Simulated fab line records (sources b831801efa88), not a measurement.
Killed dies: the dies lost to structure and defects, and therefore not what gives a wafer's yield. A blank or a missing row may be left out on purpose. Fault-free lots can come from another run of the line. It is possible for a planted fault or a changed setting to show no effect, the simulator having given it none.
The tool behind it: which one? | flow gf180mcu | 12 lots with 36 wafers sampled at 4 steps, on a route of 602 steps

WHAT EACH GAUGE READ, for each wafer
GF_M4_OVL_MEAS_15.
lot  | measured     | on         | M4_OVL (nm)
L075 | day 23 18:13 | overlay-01 | 7 4 7
L077 | day 24 12:14 | overlay-01 | 3 4 5
L079 | day 25 10:48 | overlay-02 | 8 5 -3
L081 | day 25 20:24 | overlay-02 | 0 4 -2
L083 | day 26 19:50 | overlay-02 | 7 9 4
L085 | day 26 23:38 | overlay-01 | 1 0 1
L087 | day 27 21:24 | overlay-02 | 6 11 8
L089 | day 28 12:51 | overlay-01 | 5 -2 2
L091 | day 28 22:50 | overlay-01 | 5 4 4
L093 | day 29 11:22 | overlay-02 | -4 4 0
L095 | day 30 01:41 | overlay-01 | -3 -1 -2
L097 | day 30 12:19 | overlay-02 | 1 0 0

EACH LOT AND THE TOOL THAT RAN IT (in order: tool; ch and the chambers of the sampled wafers; start)
lot  | GF_SAB_STRIP_13                      | GF_CONTACT_SPUTTER_22        | GF_V3_CVD_23
L075 | plasma-asher-02 ch 0,1, day 15 09:40 | pvd-sputter-01, day 16 09:09 | cvd-w-02 ch 0,1, day 22 19:02
L077 | plasma-asher-04 ch 0, day 16 06:16   | pvd-sputter-03, day 17 07:03 | cvd-w-02 ch 0,1, day 23 13:19
L079 | plasma-asher-04 ch 0,1, day 17 04:38 | pvd-sputter-04, day 18 06:07 | cvd-w-01 ch 0,1, day 24 12:50
L081 | plasma-asher-04 ch 0,1, day 17 13:47 | pvd-sputter-03, day 18 15:27 | cvd-w-01 ch 0,1, day 24 22:13
L083 | plasma-asher-01 ch 0,1, day 18 16:08 | pvd-sputter-04, day 19 18:10 | cvd-w-02 ch 0,1, day 25 21:30
L085 | plasma-asher-01 ch 0,1, day 18 23:58 | pvd-sputter-04, day 20 01:42 | cvd-w-02 ch 0,1, day 26 02:41
L087 | plasma-asher-01 ch 0,1, day 19 21:37 | pvd-sputter-01, day 21 00:07 | cvd-w-02 ch 0,1, day 26 23:29
L089 | plasma-asher-02 ch 0,1, day 20 18:12 | pvd-sputter-01, day 21 19:55 | cvd-w-02 ch 0,1, day 27 15:52
L091 | plasma-asher-01 ch 0,1, day 21 05:44 | pvd-sputter-04, day 22 07:18 | cvd-w-02 ch 0, day 28 02:05
L093 | plasma-asher-04 ch 0,1, day 21 21:53 | pvd-sputter-01, day 22 23:04 | cvd-w-01 ch 0,1, day 28 15:17
L095 | plasma-asher-02 ch 0,1, day 22 15:08 | pvd-sputter-01, day 23 15:43 | cvd-w-02 ch 0,1, day 29 06:19
L097 | plasma-asher-02 ch 0,1, day 23 06:28 | pvd-sputter-03, day 24 07:01 | cvd-w-01 ch 0,1, day 29 17:29
- GF_SAB_STRIP_13: strips in O2/N2.
- GF_CONTACT_SPUTTER_22: material Ti, target thk 15 nm, time 80.02 s.
- GF_V3_CVD_23: deposits W, target thk 350 nm, time 104.9 s.

THE ANSWER, worked out from the rows above alone
Rule: the usual values come from the lots themselves. Put in order of their means at a reading, lots are off if they are a third of the lots or fewer, leave a main group of 4 or more, and stand apart from it by a gap of 3 or more times the standard deviation of the main group's means; of several such gaps the widest counts. The tables above print the reading to a certain number of digits; a main group whose means all agree to those digits is not used. A lot without any number at a reading at which 4 lots or more have one is off too. The other lots that the step has rows for count as sound.
No lot is off at any reading shown: from this, nothing can be told.

WHAT HAD BEEN PUT IN BY THE SIMULATOR
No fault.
